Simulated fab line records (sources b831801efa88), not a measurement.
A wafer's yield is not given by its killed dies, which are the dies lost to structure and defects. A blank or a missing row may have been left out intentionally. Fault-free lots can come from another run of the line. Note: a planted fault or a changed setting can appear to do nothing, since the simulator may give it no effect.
Which tool is to blame? / flow gf180mcu / 7 lots with 21 wafers sampled at 2 steps, on a route of 602 steps

== WHAT EACH GAUGE READ, for each wafer ==
GF_TOP_METAL_THK_MEAS_06: measures by xrf.
lot=L988; measured=day 27 19:48; on=film_metro-03; TOP_METAL_ALCU_THK (nm)=900 899 909
lot=L991; measured=day 28 17:35; on=film_metro-02; TOP_METAL_ALCU_THK (nm)=904 905 921
lot=L994; measured=day 29 15:13; on=film_metro-01; TOP_METAL_ALCU_THK (nm)=887 890 893
lot=L101; measured=day 31 21:25; on=film_metro-03; TOP_METAL_ALCU_THK (nm)=913 890 905
lot=L104; measured=day 32 12:29; on=film_metro-02; TOP_METAL_ALCU_THK (nm)=875 871 871
lot=L106; measured=day 32 21:35; on=film_metro-03; TOP_METAL_ALCU_THK (nm)=900 888 884
lot=L110; measured=day 33 23:57; on=film_metro-02; TOP_METAL_ALCU_THK (nm)=922 899 914

== WHAT TOOL EACH LOT RAN ON (gives the tool, then ch and the chambers of the sampled wafers, and finally the start) ==
lot=L988; GF_M5_STRIP_12=wet_bench-03 ch 2, day 26 19:48
lot=L991; GF_M5_STRIP_12=wet_bench-02 ch 1, day 27 20:03
lot=L994; GF_M5_STRIP_12=wet_bench-04 ch 0, day 28 17:10
lot=L101; GF_M5_STRIP_12=wet_bench-04 ch 0, day 31 00:37
lot=L104; GF_M5_STRIP_12=wet_bench-02 ch 2, day 31 17:38
lot=L106; GF_M5_STRIP_12=wet_bench-03 ch 2, day 32 01:36
lot=L110; GF_M5_STRIP_12=wet_bench-04 ch 3, day 33 05:33
- GF_M5_STRIP_12: strips in post etch residue remover, time 1200 s.

== THE ANSWER, worked out from the rows above alone ==
Rule: usual is defined by the lots themselves. Put in order of their means at a reading, lots are off if they are a third of the lots or fewer, leave a main group of 4 or more, and stand apart from it by a gap of 3 or more times the standard deviation of the main group's means; of several such gaps the widest counts. If all means in a main group match to the digits the tables above print for the reading, that group is not used. Also off: a lot with no number at a reading for which 4 or more lots have one. The other lots that the step has rows for count as sound.
Across all readings shown, no lot is off: no conclusion can be drawn from this.

== WHAT THE SIMULATOR PUT IN ==
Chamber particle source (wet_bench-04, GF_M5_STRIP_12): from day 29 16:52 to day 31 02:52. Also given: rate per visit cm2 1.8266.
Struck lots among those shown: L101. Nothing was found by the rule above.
